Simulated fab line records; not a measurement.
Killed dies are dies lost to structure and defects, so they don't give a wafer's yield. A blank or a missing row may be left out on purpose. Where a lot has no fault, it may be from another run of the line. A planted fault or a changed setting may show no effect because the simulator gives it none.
The tool behind it: which one? + flow gf180mcu + 15 lots, 45 wafers sampled, at 4 steps of a route of 602

WHAT THE GAUGES READ, wafer by wafer
GF_M1_THK_MEAS_06: measures by xrf. Usual: for M1_ALCU_THK the level is 438 nm and the standard deviation is 5.7.
| lot  | measured     | on           | M1_ALCU_THK (nm) | flag |
|------|--------------|--------------|------------------|------|
| L956 | day 16 07:16 | filmMetro-04 | 449 446 439      |      |
| L958 | day 17 05:31 | filmMetro-03 | 431 426 430      |      |
| L959 | day 17 14:26 | filmMetro-01 | 440 443 442      |      |
| L960 | day 17 19:31 | filmMetro-04 | 444 435 442      |      |
| L961 | day 18 12:05 | filmMetro-03 | 454 446 441      |      |
| L963 | day 19 00:05 | filmMetro-03 | 441 438 433      |      |
| L967 | day 20 10:59 | filmMetro-03 | 433 435 431      |      |
| L969 | day 21 01:12 | filmMetro-03 | 447 445 441      |      |
| L976 | day 23 12:07 | filmMetro-04 | 429 423 430      |      |
| L977 | day 23 19:20 | filmMetro-04 | 445 439 440      |      |
| L978 | day 24 05:32 | filmMetro-01 | 435 436 432      |      |
| L979 | day 24 14:04 | filmMetro-04 | 450 441 451      |      |

GF_V1_THK_MEAS_25: measures by xrf. Usual: for V1_W_THK the level is 366 nm and the standard deviation is 4.3.
| lot  | measured     | on           | V1_W_THK (nm) | flag |
|------|--------------|--------------|---------------|------|
| L956 | day 18 07:59 | filmMetro-04 | 365 364 366   |      |
| L958 | day 19 07:23 | filmMetro-02 | 364 368 369   |      |
| L959 | day 19 17:43 | filmMetro-04 | 366 369 368   |      |
| L960 | day 19 22:11 | filmMetro-04 | 364 374 370   |      |
| L961 | day 20 19:34 | filmMetro-01 | 366 366 367   |      |
| L963 | day 21 03:37 | filmMetro-04 | 361 361 362   |      |
| L967 | day 22 13:55 | filmMetro-02 | 369 371 368   |      |
| L969 | day 23 02:18 | filmMetro-01 | 363 363 366   |      |
| L976 | day 25 10:48 | filmMetro-04 | 367 369 363   |      |
| L977 | day 25 18:01 | filmMetro-04 | 360 363 362   |      |
| L978 | day 26 03:13 | filmMetro-02 | 371 367 370   |      |
| L979 | day 26 10:37 | filmMetro-02 | 363 366 365   |      |

TOOL THAT RAN EACH LOT (tool first, then ch and the chambers of the sampled wafers, then the start)
| lot  | GF_SALICIDE_SPUTTER_02      | GF_CONTACT_PEB_12                |
|------|-----------------------------|----------------------------------|
| L956 | pvdSputter-03, day 15 06:10 | lithoTrack-04 ch 0, day 16 05:16 |
| L958 | pvdSputter-02, day 16 03:47 | lithoTrack-02 ch 0, day 17 03:32 |
| L959 | pvdSputter-03, day 16 12:27 | lithoTrack-03 ch 0, day 17 12:25 |
| L960 | pvdSputter-02, day 16 17:56 | lithoTrack-03 ch 0, day 17 17:34 |
| L961 | pvdSputter-02, day 17 10:16 | lithoTrack-04 ch 0, day 18 10:05 |
| L963 | pvdSputter-02, day 17 21:01 | lithoTrack-02 ch 0, day 18 22:06 |
| L967 | pvdSputter-04, day 19 07:39 | lithoTrack-02 ch 0, day 20 09:03 |
| L969 | pvdSputter-02, day 19 21:47 | lithoTrack-03 ch 0, day 20 23:14 |
| L973 | pvdSputter-03, day 21 11:37 | lithoTrack-04, day 22 12:17      |
| L974 | pvdSputter-03, day 21 19:47 | lithoTrack-03, day 22 20:16      |
| L975 | pvdSputter-03, day 22 04:05 | lithoTrack-02, day 23 03:57      |
| L976 | pvdSputter-02, day 22 10:47 | lithoTrack-03 ch 0, day 23 10:08 |
| L977 | pvdSputter-03, day 22 17:54 | lithoTrack-02 ch 0, day 23 17:23 |
| L978 | pvdSputter-02, day 23 03:00 | lithoTrack-03 ch 0, day 24 01:45 |
| L979 | pvdSputter-04, day 23 11:14 | lithoTrack-02 ch 0, day 24 12:07 |
- GF_SALICIDE_SPUTTER_02: material Co, target thk 10 nm, time 20 s.
- GF_CONTACT_PEB_12: peb time 90 s.

WHAT THE TOOLS THEMSELVES READ (means of the sampled wafers that have a number; where no wafer has one, the mark that the record gives instead)
GF_SALICIDE_SPUTTER_02. Usual: chamberPressurePa 0.4001 Pa, standard deviation 0.00081; throttleValvePct 30.1 %, standard deviation 0.77.
| lot  | tool          | chamberPressurePa (Pa) | throttleValvePct (%) | flag |
|------|---------------|------------------------|----------------------|------|
| L956 | pvdSputter-03 | 0.4000                 | 30.0                 |      |
| L958 | pvdSputter-02 | 0.4003                 | 29.9                 |      |
| L959 | pvdSputter-03 | 0.3996                 | 29.5                 |      |
| L960 | pvdSputter-02 | 0.4001                 | 30.3                 |      |
| L961 | pvdSputter-02 | 0.4000                 | 31.0                 |      |
| L963 | pvdSputter-02 | 0.4005                 | 30.3                 |      |
| L967 | pvdSputter-04 | 0.4002                 | 29.7                 |      |
| L969 | pvdSputter-02 | 0.4002                 | 30.4                 |      |
| L973 | pvdSputter-03 | 0.4000                 | 29.9                 |      |
| L974 | pvdSputter-03 | 0.4000                 | 30.3                 |      |
| L975 | pvdSputter-03 | 0.3999                 | 29.8                 |      |
| L976 | pvdSputter-02 | 0.3995                 | 30.4                 |      |
| L977 | pvdSputter-03 | 0.4000                 | 30.2                 |      |
| L978 | pvdSputter-02 | 0.4000                 | 29.8                 |      |
| L979 | pvdSputter-04 | 0.4009                 | 29.6                 |      |

GF_CONTACT_PEB_12. Usual: chillPlateTempC 22.98 C, standard deviation 0.11; exhaustPa 45.0 Pa, standard deviation 1.
| lot  | tool          | chillPlateTempC (C) | exhaustPa (Pa) | flag |
|------|---------------|---------------------|----------------|------|
| L956 | lithoTrack-04 | 23.06               | 46.1           |      |
| L958 | lithoTrack-02 | 22.96               | 46.6           |      |
| L959 | lithoTrack-03 | 22.95               | 43.2           |      |
| L960 | lithoTrack-03 | 22.96               | 44.6           |      |
| L961 | lithoTrack-04 | 22.92               | 44.8           |      |
| L963 | lithoTrack-02 | 22.93               | 43.6           |      |
| L967 | lithoTrack-02 | 23.12               | 44.1           |      |
| L969 | lithoTrack-03 | 22.93               | 45.3           |      |
| L973 | lithoTrack-04 | -                   | -              | OFF  |
| L974 | lithoTrack-03 | -                   | -              | OFF  |
| L975 | lithoTrack-02 | -                   | -              | OFF  |
| L976 | lithoTrack-03 | 22.82               | 44.9           |      |
| L977 | lithoTrack-02 | 22.98               | 45.3           |      |
| L978 | lithoTrack-03 | 23.08               | 45.5           |      |
| L979 | lithoTrack-02 | 22.98               | 43.6           |      |

THE ANSWER, worked out from the rows above alone
Rule: a lot counts as off when the mean over its wafers that have a number is more than 3 standard deviations away from the usual mean. Also off: a lot with no number at a reading for which 4 or more lots have one. Where the step has rows for the other lots, those lots are counted as sound. Order of review: gauges by route order, followed by the tools' own readings, for which a lot's mean as printed above is used. At the first step where some lot is off, the reading lying furthest off is the one used; lots without a number count as furthest.
Off, at GF_CONTACT_PEB_12 on chillPlateTempC: L973, L974, L975. Without a number there: L973, L974, L975.
If a tool, at that step or one of the process steps before it, ran each lot that is off and ran no sound lot following the first of them, it fits. Not one of the candidates tried fits.

WHAT HAD BEEN PUT IN BY THE SIMULATOR
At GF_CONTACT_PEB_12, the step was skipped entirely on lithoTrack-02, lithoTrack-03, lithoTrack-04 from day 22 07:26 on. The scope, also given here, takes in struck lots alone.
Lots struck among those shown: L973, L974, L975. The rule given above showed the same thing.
